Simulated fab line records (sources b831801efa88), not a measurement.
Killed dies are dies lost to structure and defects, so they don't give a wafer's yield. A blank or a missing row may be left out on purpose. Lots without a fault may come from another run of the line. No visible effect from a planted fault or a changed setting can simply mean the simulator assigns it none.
Which tool was responsible?    flow gf180mcu    10 lots with 30 wafers sampled at 4 steps, on a route of 602 steps

== WHAT THE GAUGES READ, wafer by wafer ==
GF_M1_THK_MEAS_06: measures by xrf.
lot   measured      on             M1_ALCU_THK (nm)
L745  day 16 01:27  film metro-03  448 449 452
L746  day 16 11:02  film metro-02  458 459 458
L747  day 17 15:18  film metro-04  453 456 454
L750  day 18 01:58  film metro-04  450 452 453
L755  day 20 02:08  film metro-03  446 449 453
L756  day 20 05:02  film metro-03  454 455 455
L760  day 21 15:11  film metro-04  447 447 447
L763  day 23 11:32  film metro-03  446 446 444
L767  day 23 18:28  film metro-02  444 447 450
L768  day 24 14:36  film metro-02  460 462 460

GF_V1_CD_MEAS_14: target cd 260 nm.
lot   measured      on         cd nm (nm)
L745  day 18 00:04  cd sem-02  262.1 260.6 261.3
L746  day 18 11:33  cd sem-01  260.0 260.0 260.2
L747  day 19 15:24  cd sem-02  260.4 259.8 259.0
L750  day 20 03:40  cd sem-02  259.8 261.4 260.4
L755  day 22 04:29  cd sem-02  252.6 253.8 253.7
L756  day 22 04:59  cd sem-02  251.3 251.2 253.1
L760  day 23 15:09  cd sem-02  259.1 259.8 258.4
L763  day 25 04:40  cd sem-02  257.7 259.3 258.0
L767  day 25 15:16  cd sem-02  259.7 259.3 260.1
L768  day 26 10:21  cd sem-01  259.5 259.9 258.8

== WHAT TOOL EACH LOT RAN ON (gives the tool, then ch and the chambers of the sampled wafers, and finally the start) ==
lot   GF_M1_SPUTTER_04              GF_V1_EXPOSE_11
L745  pvd sputter-03, day 16 01:16  krf scanner-02 ch 0, day 17 13:04
L746  pvd sputter-03, day 16 10:51  krf scanner-01 ch 0, day 17 23:49
L747  pvd sputter-01, day 17 15:08  krf scanner-01 ch 0, day 19 03:01
L750  pvd sputter-03, day 18 01:47  krf scanner-02 ch 0, day 19 15:53
L755  pvd sputter-01, day 20 01:57  krf scanner-01 ch 0, day 21 16:46
L756  pvd sputter-01, day 20 04:53  krf scanner-01 ch 0, day 21 17:48
L760  pvd sputter-02, day 21 14:59  krf scanner-02 ch 0, day 23 03:20
L763  pvd sputter-03, day 23 11:22  krf scanner-02 ch 0, day 24 16:38
L767  pvd sputter-01, day 23 18:19  krf scanner-02 ch 0, day 25 06:17
L768  pvd sputter-02, day 24 14:26  krf scanner-02 ch 0, day 26 01:00
- GF_M1_SPUTTER_04: material TiN, target thk 50 nm, time 41.7 s.
- GF_V1_EXPOSE_11: exposes mask Via1, target cd 260 nm.

== AS READ BY THE TOOLS THEMSELVES (means over the sampled wafers that have a number; for cases with no such wafer, the mark the record gives instead) ==
GF_M1_SPUTTER_04.
lot   tool            throttle valve pct (%)
L745  pvd sputter-03  29.2
L746  pvd sputter-03  30.2
L747  pvd sputter-01  29.0
L750  pvd sputter-03  29.0
L755  pvd sputter-01  28.7
L756  pvd sputter-01  29.1
L760  pvd sputter-02  30.7
L763  pvd sputter-03  29.9
L767  pvd sputter-01  29.7
L768  pvd sputter-02  30.4

GF_V1_EXPOSE_11.
lot   tool            exposure dose mJ cm2
L745  krf scanner-02  38.01
L746  krf scanner-01  38.00
L747  krf scanner-01  37.99
L750  krf scanner-02  37.96
L755  krf scanner-01  36.12
L756  krf scanner-01  36.16
L760  krf scanner-02  37.98
L763  krf scanner-02  38.00
L767  krf scanner-02  38.00
L768  krf scanner-02  37.95

== THE ANSWER, worked out from the rows above alone ==
Rule: usual is defined by the lots themselves. The widest of any qualifying gaps counts: lots, ordered by their means at a reading, are off when they make up no more than a third of the lots, leave a main group of 4 or more, and stand apart from it by 3 or more times the standard deviation of that group's means. A main group whose means are all the same, to the digits that the tables above print for the reading, isn't used. Also off: a lot with no number at a reading for which 4 or more lots have one. Any other lot the step has rows for is counted as sound. After the gauges, taken in route order, come the tools' own readings; for these a lot's mean is taken, as printed above. At the first step where some lot is off, the reading lying furthest off is the one used; lots without a number count as furthest.
Off, at GF_V1_CD_MEAS_14 on cd nm: L755, L756. For the main group the mean is 259.8 nm and the standard deviation 0.85.
If a tool, at a process step before that reading, ran all the lots that are off and no sound lot after the first of them, it fits. The gauges at GF_V1_CD_MEAS_14 aren't tried: what is off there is off at GF_V1_EXPOSE_11 too, on other tools, and a gauge's error can't cause that. One candidate fits, namely krf scanner-01 at GF_V1_EXPOSE_11. A fault onset in the window from L747 (day 19 03:01, its last sound lot) to L755 (day 21 16:46, its first lot off) fits.
On the lots that are off, the tool's own readings at GF_V1_EXPOSE_11 differ by more than 5 times the standard deviation of the sound lots' means, which bears it out; exposure dose mJ cm2 reads 36.14 there versus 37.99 on the sound lots.

== WHAT THE SIMULATOR HAD INSERTED ==
Process parameter drift: krf scanner-01, from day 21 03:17 on, at GF_V1_EXPOSE_11. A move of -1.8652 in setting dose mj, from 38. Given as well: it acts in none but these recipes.
Struck lots among those shown: L755, L756. This agrees with what the rule above found.
